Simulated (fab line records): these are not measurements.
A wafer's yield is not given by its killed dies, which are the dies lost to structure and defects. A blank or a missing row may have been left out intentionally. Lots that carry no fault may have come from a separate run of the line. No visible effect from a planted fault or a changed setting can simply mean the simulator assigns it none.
Chamber matching / flow gf180mcu / GF_V5_CVD_02 on pecvd-04: 3 sister chambers
The step deposits SiO2 from TEOS, target thk 1450 nm, time 163.28 s. 3 wafers are shown with their chamber, then 9 later ones without.

WAFERS, EACH WITH ITS CHAMBER
wafer=L649.4; chamber=1; heater power w (W)=747
wafer=L650.2; chamber=0; heater power w (W)=857
wafer=L650.4; chamber=2; heater power w (W)=634

WAFERS WITHOUT THEIR CHAMBER
wafer=L658.1; heater power w (W)=639
wafer=L658.3; heater power w (W)=896
wafer=L658.5; heater power w (W)=961
wafer=L661.1; heater power w (W)=643
wafer=L661.4; heater power w (W)=527
wafer=L661.5; heater power w (W)=947
wafer=L662.2; heater power w (W)=882
wafer=L662.3; heater power w (W)=571
wafer=L662.4; heater power w (W)=625

WHICH CHAMBER EACH WENT THROUGH
wafer=L658.1; from the rows above=can't be placed: 2 or 1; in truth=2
wafer=L658.3; from the rows above=can't be placed: 0 or 1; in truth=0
wafer=L658.5; from the rows above=can't be placed: 0 or 1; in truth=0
wafer=L661.1; from the rows above=can't be placed: 2 or 1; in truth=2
wafer=L661.4; from the rows above=can't be placed: 2 or 1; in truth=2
wafer=L661.5; from the rows above=can't be placed: 0 or 1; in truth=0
wafer=L662.2; from the rows above=can't be placed: 0 or 1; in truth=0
wafer=L662.3; from the rows above=can't be placed: 2 or 1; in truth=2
wafer=L662.4; from the rows above=can't be placed: 2 or 1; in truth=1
0 of 9 placed correctly. Unplaceable from these rows: 9, with the true chamber sitting among the candidates in 9. 0 placed wrongly.
How it was worked out, from the rows above alone: a wafer's distance from a chamber is the root of the sum, over the readings, of the square of ((its reading less the chamber's mean) divided by the reading's scatter). If the next closest chamber is less than 2 further off than the closest, the wafer can't be placed; otherwise it belongs to the closest. A chamber's mean is the mean of its shown wafers. The scatter: root of mean squared gap, hidden wafer to nearest shown wafer, with one shown wafer a chamber.
